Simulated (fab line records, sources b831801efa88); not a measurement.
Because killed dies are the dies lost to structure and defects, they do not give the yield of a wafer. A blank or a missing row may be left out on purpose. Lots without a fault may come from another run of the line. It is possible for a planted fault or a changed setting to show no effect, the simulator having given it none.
Which tool is to blame? -- flow sky130 -- 11 lots with 33 wafers sampled at 6 steps, on a route of 708 steps

== WHAT THE GAUGES READ, wafer by wafer ==
SKY_LDD_HVP_TW_MEAS_10.
lot,measured,on,LDD_HVP_TW
L454,day 22 06:47,film metro-02,462 455 458
L455,day 22 14:02,film metro-02,461 455 457
L456,day 22 23:38,film metro-02,457 458 456
L465,day 26 12:31,film metro-03,463 460 463
L466,day 26 17:04,film metro-04,459 461 461
L467,day 26 20:55,film metro-03,464 465 465
L468,day 27 05:43,film metro-02,458 461 456
L469,day 27 18:22,film metro-02,456 458 459
L470,day 28 01:50,film metro-03,466 464 465
L472,day 28 14:23,film metro-03,465 465 465
L474,day 29 07:17,film metro-03,464 465 464

SKY_SPACER_THK_MEAS_01.
lot,measured,on,SPACER_CVD_00_THK (nm)
L454,day 23 15:27,film metro-01,49.0 49.2 49.3
L455,day 23 23:00,film metro-02,49.0 48.4 48.8
L456,day 24 08:17,film metro-02,49.4 49.1 49.2
L465,day 27 20:26,film metro-02,42.8 42.9 42.5
L466,day 27 23:39,film metro-02,42.2 42.1 42.4
L467,day 28 05:55,film metro-03,42.5 42.4 42.3
L468,day 28 12:48,film metro-03,42.9 42.9 43.0
L469,day 29 00:59,film metro-01,42.3 42.5 42.4
L470,day 29 07:46,film metro-03,44.0 43.6 43.7
L472,day 29 20:37,film metro-02,43.1 43.6 43.3
L474,day 30 11:57,film metro-03,43.8 43.6 43.7

SKY_LI_CONTACT_OVL_MEAS_13.
lot,measured,on,LI_CONTACT_OVL (nm)
L454,day 29 20:43,overlay-02,-4 0 -2
L455,day 30 02:46,overlay-01,0 1 1
L456,day 30 10:18,overlay-02,4 -6 5
L465,day 33 16:33,overlay-01,-5 -3 -6
L466,day 33 20:21,overlay-01,2 -4 1
L467,day 34 00:54,overlay-01,2 -1 5
L468,day 34 08:58,overlay-01,4 11 6
L469,day 34 19:57,overlay-02,1 4 8
L470,day 35 02:16,overlay-01,9 10 9
L472,day 35 13:19,overlay-02,5 4 2
L474,day 36 04:31,overlay-02,0 0 -3

== WHAT TOOL EACH LOT RAN ON (gives the tool, then ch and the chambers of the sampled wafers, and finally the start) ==
lot,SKY_SPACER_CVD_00,SKY_SPACER_ETCHBACK_02,SKY_POLY_CUT_STRIP_12
L454,"lpcvd-02 ch 0, day 23 14:14","rie diel-02 ch 0,1, day 23 15:30","plasma asher-02 ch 0,1, day 24 22:08"
L455,"lpcvd-02 ch 1, day 23 21:47","rie diel-01 ch 0,1, day 23 23:03","plasma asher-02 ch 0,1, day 25 05:29"
L456,"lpcvd-02 ch 0, day 24 07:05","rie diel-03 ch 0,2,3, day 24 08:21","plasma asher-01 ch 0,1, day 25 15:08"
L465,"lpcvd-02 ch 1, day 27 19:14","rie diel-03 ch 0,2,3, day 27 20:30","plasma asher-01 ch 0,1, day 29 00:10"
L466,"lpcvd-02 ch 1, day 27 22:26","rie diel-01 ch 0,2, day 27 23:43","plasma asher-02 ch 0,1, day 29 03:37"
L467,"lpcvd-02 ch 0, day 28 04:43","rie diel-02 ch 0,2, day 28 05:58","plasma asher-01 ch 0,1, day 29 09:59"
L468,"lpcvd-02 ch 0, day 28 11:35","rie diel-02 ch 0,3, day 28 12:52","plasma asher-01 ch 0,1, day 29 17:04"
L469,"lpcvd-02 ch 0, day 28 23:47","rie diel-02 ch 0,1,3, day 29 01:03","plasma asher-04 ch 0,1, day 30 05:37"
L470,"lpcvd-02 ch 1, day 29 05:57","rie diel-02 ch 1,2, day 29 07:49","plasma asher-01 ch 0,1, day 30 10:46"
L472,"lpcvd-02 ch 0, day 29 19:23","rie diel-01 ch 1,2,3, day 29 20:40","plasma asher-02 ch 0,1, day 31 00:20"
L474,"lpcvd-02 ch 1, day 30 10:44","rie diel-01 ch 2,3, day 30 12:00","plasma asher-01 ch 0,1, day 31 16:23"
- SKY_SPACER_CVD_00: deposits Si3N4 from DCS/NH3, target thk 43.1 nm, time 740 s.
- SKY_SPACER_ETCHBACK_02: etches Si3N4 in CH3F/O2, stops on SiO2, time 46.7 s, target depth 45 nm.
- SKY_POLY_CUT_STRIP_12: strips in O2/N2.

== WHAT THE TOOLS THEMSELVES READ (means of the sampled wafers that have a number; where no wafer has one, the mark that the record gives instead) ==
SKY_SPACER_CVD_00.
lot,tool,spike tc centre C (C),zone power upper pct (%)
L454,lpcvd-02,770.3,12.5
L455,lpcvd-02,771.5,13.5
L456,lpcvd-02,770.4,12.5
L465,lpcvd-02,772.0,13.6
L466,lpcvd-02,772.4,13.7
L467,lpcvd-02,769.3,12.5
L468,lpcvd-02,769.0,12.5
L469,lpcvd-02,770.2,12.5
L470,lpcvd-02,771.8,13.5
L472,lpcvd-02,769.7,12.5
L474,lpcvd-02,771.1,13.6

SKY_SPACER_ETCHBACK_02.
lot,tool,drypump motor current A (A),oes product au (a.u.),throttle valve pct (%)
L454,rie diel-02,5.5,0.919,10.565
L455,rie diel-01,5.6,0.915,10.577
L456,rie diel-03,6.1,0.920,10.574
L465,rie diel-03,6.1,0.848,10.562
L466,rie diel-01,5.8,0.849,10.562
L467,rie diel-02,6.1,0.846,10.560
L468,rie diel-02,5.6,0.853,10.558
L469,rie diel-02,5.6,0.847,10.565
L470,rie diel-02,6.2,0.860,10.567
L472,rie diel-01,5.8,0.854,10.571
L474,rie diel-01,6.0,0.859,10.566

SKY_POLY_CUT_STRIP_12.
lot,tool,drypump motor current A (A),oes product au (a.u.),strip time to endpoint s (s)
L454,plasma asher-02,6.14,0.453,5.336
L455,plasma asher-02,5.87,0.447,5.358
L456,plasma asher-01,6.05,0.450,5.335
L465,plasma asher-01,6.06,0.450,5.339
L466,plasma asher-02,6.14,0.448,5.340
L467,plasma asher-01,6.05,0.456,5.358
L468,plasma asher-01,5.98,0.451,5.347
L469,plasma asher-04,5.76,0.450,5.345
L470,plasma asher-01,5.99,0.452,5.339
L472,plasma asher-02,5.86,0.454,5.333
L474,plasma asher-01,5.99,0.451,5.360

== THE ANSWER, worked out from the rows above alone ==
Rule: the usual values come from the lots themselves. The widest of any qualifying gaps counts: lots, ordered by their means at a reading, are off when they make up no more than a third of the lots, leave a main group of 4 or more, and stand apart from it by 3 or more times the standard deviation of that group's means. If all means in a main group match to the digits the tables above print for the reading, that group is not used. Also off: a lot with no number at a reading for which 4 or more lots have one. All remaining lots with rows at the step are treated as sound. Order of review: gauges by route order, followed by the tools' own readings, for which a lot's mean as printed above is used. The first step at which some lot is off is used, and at that step the reading that is off furthest; a lot without a number counts as furthest.
Off: L454, L455, L456, at SKY_SPACER_THK_MEAS_01 (SPACER_CVD_00_THK). Mean 42.9 nm and standard deviation 0.56 in the main group.
A tool fits if, at a process step before that reading, it ran every lot that is off, and no sound lot after the first of them. Not tried: the gauges at SKY_SPACER_THK_MEAS_01; whatever is off there is also off at SKY_SPACER_ETCHBACK_02, on other tools, and gauge error can't account for it. Not one of the candidates tried fits.

== WHAT THE SIMULATOR HAD INSERTED ==
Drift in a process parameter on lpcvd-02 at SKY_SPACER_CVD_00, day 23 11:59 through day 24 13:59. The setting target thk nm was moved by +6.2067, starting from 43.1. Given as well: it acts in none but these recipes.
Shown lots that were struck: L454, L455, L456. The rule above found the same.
